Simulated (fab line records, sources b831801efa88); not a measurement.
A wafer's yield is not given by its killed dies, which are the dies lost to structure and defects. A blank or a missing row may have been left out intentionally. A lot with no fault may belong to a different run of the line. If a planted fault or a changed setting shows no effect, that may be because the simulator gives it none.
Split-lot experiment || flow gf180mcu || 23 wafers read from 5 lots, route of 602 steps

## SPLIT DETAILS
At GF_VT_IMPLANT_COAT_02 (resist thk 1000 nm), the setting resist thk nm was moved away from the recipe's 1000 nm on 7 of the 23 wafers read, by -5.7% to +3.4%. For the rest of the wafers, this setting stayed at what the recipe calls for.

The reading comes from the split's own step.

## THE READING
NOVOLAK_of_VT_IMPLANT_COAT_02.thk nm (the simulator's own value, which no gauge read), in nm, at GF_VT_IMPLANT_COAT_02 (resist thk 1000 nm). There is no usual value for it anywhere in the file. Across the 16 wafers here that went through the recipe, the average is 998.9 nm and the standard deviation 2.7 nm.

{"wafer": "L077.1", "tool, chamber at the split": "litho track-02, 0", "resist thk nm as run, nm": 1034, "against the recipe": "+3.4%", "NOVOLAK_of_VT_IMPLANT_COAT_02.thk nm, nm": 1035, "against lot-mates on the recipe": "+37.3"}
{"wafer": "L077.3", "tool, chamber at the split": "litho track-02, 0", "resist thk nm as run, nm": 1000, "against the recipe": "recipe", "NOVOLAK_of_VT_IMPLANT_COAT_02.thk nm, nm": 996.1, "against lot-mates on the recipe": "-"}
{"wafer": "L077.4", "tool, chamber at the split": "litho track-02, 0", "resist thk nm as run, nm": 1034, "against the recipe": "+3.4%", "NOVOLAK_of_VT_IMPLANT_COAT_02.thk nm, nm": 1031, "against lot-mates on the recipe": "+33.3"}
{"wafer": "L077.5", "tool, chamber at the split": "litho track-02, 0", "resist thk nm as run, nm": 1000, "against the recipe": "recipe", "NOVOLAK_of_VT_IMPLANT_COAT_02.thk nm, nm": 998.1, "against lot-mates on the recipe": "-"}
{"wafer": "L077.6", "tool, chamber at the split": "litho track-02, 0", "resist thk nm as run, nm": 1000, "against the recipe": "recipe", "NOVOLAK_of_VT_IMPLANT_COAT_02.thk nm, nm": 998.9, "against lot-mates on the recipe": "-"}
{"wafer": "L078.1", "tool, chamber at the split": "litho track-02, 0", "resist thk nm as run, nm": 1000, "against the recipe": "recipe", "NOVOLAK_of_VT_IMPLANT_COAT_02.thk nm, nm": 1000, "against lot-mates on the recipe": "-"}
{"wafer": "L078.5", "tool, chamber at the split": "litho track-02, 0", "resist thk nm as run, nm": 1000, "against the recipe": "recipe", "NOVOLAK_of_VT_IMPLANT_COAT_02.thk nm, nm": 1000, "against lot-mates on the recipe": "-"}
{"wafer": "L078.3", "tool, chamber at the split": "litho track-02, 0", "resist thk nm as run, nm": 960.8, "against the recipe": "-3.9%", "NOVOLAK_of_VT_IMPLANT_COAT_02.thk nm, nm": 958.3, "against lot-mates on the recipe": -41.3}
{"wafer": "L078.4", "tool, chamber at the split": "litho track-02, 0", "resist thk nm as run, nm": 960.8, "against the recipe": "-3.9%", "NOVOLAK_of_VT_IMPLANT_COAT_02.thk nm, nm": 959.9, "against lot-mates on the recipe": -39.7}
{"wafer": "L078.6", "tool, chamber at the split": "litho track-02, 0", "resist thk nm as run, nm": 1000, "against the recipe": "recipe", "NOVOLAK_of_VT_IMPLANT_COAT_02.thk nm, nm": 998.7, "against lot-mates on the recipe": "-"}
{"wafer": "L080.2", "tool, chamber at the split": "litho track-01, 0", "resist thk nm as run, nm": 1000, "against the recipe": "recipe", "NOVOLAK_of_VT_IMPLANT_COAT_02.thk nm, nm": 1001, "against lot-mates on the recipe": "-"}
{"wafer": "L080.3", "tool, chamber at the split": "litho track-01, 0", "resist thk nm as run, nm": 1000, "against the recipe": "recipe", "NOVOLAK_of_VT_IMPLANT_COAT_02.thk nm, nm": 1001, "against lot-mates on the recipe": "-"}
{"wafer": "L080.4", "tool, chamber at the split": "litho track-01, 0", "resist thk nm as run, nm": 1000, "against the recipe": "recipe", "NOVOLAK_of_VT_IMPLANT_COAT_02.thk nm, nm": 999.6, "against lot-mates on the recipe": "-"}
{"wafer": "L082.1", "tool, chamber at the split": "litho track-02, 0", "resist thk nm as run, nm": 1000, "against the recipe": "recipe", "NOVOLAK_of_VT_IMPLANT_COAT_02.thk nm, nm": 994.9, "against lot-mates on the recipe": "-"}
{"wafer": "L082.2", "tool, chamber at the split": "litho track-02, 0", "resist thk nm as run, nm": 942.7, "against the recipe": "-5.7%", "NOVOLAK_of_VT_IMPLANT_COAT_02.thk nm, nm": 938.8, "against lot-mates on the recipe": -54.6}
{"wafer": "L082.3", "tool, chamber at the split": "litho track-02, 0", "resist thk nm as run, nm": 942.7, "against the recipe": "-5.7%", "NOVOLAK_of_VT_IMPLANT_COAT_02.thk nm, nm": 938.5, "against lot-mates on the recipe": -54.9}
{"wafer": "L082.4", "tool, chamber at the split": "litho track-02, 0", "resist thk nm as run, nm": 1000, "against the recipe": "recipe", "NOVOLAK_of_VT_IMPLANT_COAT_02.thk nm, nm": 991.9, "against lot-mates on the recipe": "-"}
{"wafer": "L082.6", "tool, chamber at the split": "litho track-02, 0", "resist thk nm as run, nm": 942.7, "against the recipe": "-5.7%", "NOVOLAK_of_VT_IMPLANT_COAT_02.thk nm, nm": 936.6, "against lot-mates on the recipe": -56.8}
{"wafer": "L083.1", "tool, chamber at the split": "litho track-03, 0", "resist thk nm as run, nm": 1000, "against the recipe": "recipe", "NOVOLAK_of_VT_IMPLANT_COAT_02.thk nm, nm": 997.6, "against lot-mates on the recipe": "-"}
{"wafer": "L083.2", "tool, chamber at the split": "litho track-03, 0", "resist thk nm as run, nm": 1000, "against the recipe": "recipe", "NOVOLAK_of_VT_IMPLANT_COAT_02.thk nm, nm": 1003, "against lot-mates on the recipe": "-"}
{"wafer": "L083.3", "tool, chamber at the split": "litho track-03, 0", "resist thk nm as run, nm": 1000, "against the recipe": "recipe", "NOVOLAK_of_VT_IMPLANT_COAT_02.thk nm, nm": 1002, "against lot-mates on the recipe": "-"}
{"wafer": "L083.4", "tool, chamber at the split": "litho track-03, 0", "resist thk nm as run, nm": 1000, "against the recipe": "recipe", "NOVOLAK_of_VT_IMPLANT_COAT_02.thk nm, nm": 999.5, "against lot-mates on the recipe": "-"}
{"wafer": "L083.5", "tool, chamber at the split": "litho track-03, 0", "resist thk nm as run, nm": 1000, "against the recipe": "recipe", "NOVOLAK_of_VT_IMPLANT_COAT_02.thk nm, nm": 1000, "against lot-mates on the recipe": "-"}

THE FIT
A straight line over all 23 wafers: NOVOLAK_of_VT_IMPLANT_COAT_02.thk nm changes by +10.4 nm for each +1% of resist thk nm; r = +1.00; the points scatter about the line by 2.5 nm.
The same after taking each lot's own level away (the mean of its wafers on the recipe; 23 wafers): +9.94 nm for each +1%; r = +1.00; scatter 1.6 nm.
The reading moves by 57 nm for the largest change in resist thk nm, on that fit.
Measured against the standard deviation above, the lots' own levels, which go from 993.40 to 1000.53 nm, span 2.7 times it.
Hence the lot-to-lot level has little effect on the slope; both slopes agree.
Check: -57.3 nm against its lot-mates is what the line predicts for one of the wafers moved furthest among these (-5.7%) when that wafer is left out of the fit. Against them it came out at -54.6 nm.

## OTHER SPLITS ON THESE WAFERS
Before the reading, these wafers also passed through other splits. Each is held against what the fit with the lots' levels taken away leaves over:
{"other split on the same wafers": "GF_STI_OXIDATION_01 ox time s", "wafers away from the commonest value": 15, "r with NOVOLAK_of_VT_IMPLANT_COAT_02.thk nm (lot level and that fit taken away)": "+0.20"}
{"other split on the same wafers": "GF_STI_OXIDATION_21 temp c", "wafers away from the commonest value": 10, "r with NOVOLAK_of_VT_IMPLANT_COAT_02.thk nm (lot level and that fit taken away)": -0.12}
{"other split on the same wafers": "GF_NWELL_IMPLANT_08 energy kev", "wafers away from the commonest value": 6, "r with NOVOLAK_of_VT_IMPLANT_COAT_02.thk nm (lot level and that fit taken away)": "+0.12"}
{"other split on the same wafers": "GF_MVSD_IMPLANT_08 energy kev", "wafers away from the commonest value": 10, "r with NOVOLAK_of_VT_IMPLANT_COAT_02.thk nm (lot level and that fit taken away)": -0.23}
{"other split on the same wafers": "GF_MVPSD_IMPLANT_09 dose cm2", "wafers away from the commonest value": 7, "r with NOVOLAK_of_VT_IMPLANT_COAT_02.thk nm (lot level and that fit taken away)": -0.09}

## THE WHOLE CHAIN: every reading that the file lists as answering this split, in the file's order
{"step": "GF_VT_IMPLANT_COAT_02", "what it does": "resist thk 1000 nm", "reading": "NOVOLAK_of_VT_IMPLANT_COAT_02.thk nm (the simulator's own value, which no gauge read)", "change (the file's fit)": "+9.97 nm for each +1% of the setting", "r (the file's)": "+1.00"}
{"step": "GF_VT_IMPLANT_STRIP_09", "what it does": "strips in O2/N2", "reading": "strip time to endpoint s", "change (the file's fit)": "withheld for each +1% of the setting", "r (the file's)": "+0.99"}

## FILE'S OWN FIT
NOVOLAK_of_VT_IMPLANT_COAT_02.thk nm changes by +9.97 nm for each +1% of resist thk nm, r = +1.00.
